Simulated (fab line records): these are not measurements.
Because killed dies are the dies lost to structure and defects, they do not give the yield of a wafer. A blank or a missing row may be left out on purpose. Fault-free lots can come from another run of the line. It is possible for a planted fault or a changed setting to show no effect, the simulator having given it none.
Chamber matching | flow sky130 | 4 sister chambers for SKY_CONTACT_ETCH_17 on rie-diel-03
The step etches SiO2 in C4F8/O2/Ar, stops on Si3N4, target depth 340 nm. 8 wafers are shown with their chamber, then 11 later ones without.

## EACH WAFER AND ITS CHAMBER
wafer  | chamber | oes-product-au (a.u.)
L090.1 | 2       | 0.888
L090.2 | 0       | 0.893
L090.3 | 3       | 0.891
L090.6 | 2       | 0.901
L093.3 | 1       | 0.888
L093.4 | 3       | 0.899
L093.5 | 0       | 0.895
L094.1 | 1       | 0.894

## WAFERS WITH NO CHAMBER GIVEN
wafer  | oes-product-au (a.u.)
L094.2 | 0.887
L094.3 | 0.891
L094.4 | 0.890
L094.5 | 0.885
L094.6 | 0.890
L097.1 | 0.896
L097.2 | 0.898
L097.3 | 0.890
L097.4 | 0.892
L097.5 | 0.889
L097.6 | 0.888

## CHAMBER TAKEN BY EACH
wafer  | from the rows above               | in truth
L094.2 | can't be placed: 1 or 0 or 2 or 3 | 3
L094.3 | can't be placed: 1 or 0 or 2 or 3 | 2
L094.4 | can't be placed: 1 or 0 or 2 or 3 | 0
L094.5 | can't be placed: 1 or 0 or 2 or 3 | 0
L094.6 | can't be placed: 1 or 0 or 2 or 3 | 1
L097.1 | can't be placed: 3 or 2 or 0 or 1 | 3
L097.2 | can't be placed: 3 or 2 or 0 or 1 | 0
L097.3 | can't be placed: 1 or 0 or 2 or 3 | 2
L097.4 | can't be placed: 1 or 0 or 2 or 3 | 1
L097.5 | can't be placed: 1 or 0 or 2 or 3 | 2
L097.6 | can't be placed: 1 or 0 or 2 or 3 | 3
0 of 11 placed correctly. Cannot be placed on the basis of these rows: 11; the candidates contain the true chamber in 11. Number placed wrongly: 0.
How it was worked out, from the rows above alone: a wafer's distance from a chamber is the root of the sum, over the readings, of the square of ((its reading less the chamber's mean) divided by the reading's scatter). The wafer belongs to the nearest chamber; if the next one is less than 2 further off, it can't be placed. Each chamber's mean is taken over the wafers shown for it. The scatter: take each reading less its chamber's mean, square it, sum over the shown wafers, divide by the number of wafers less the number of chambers, and take the root.
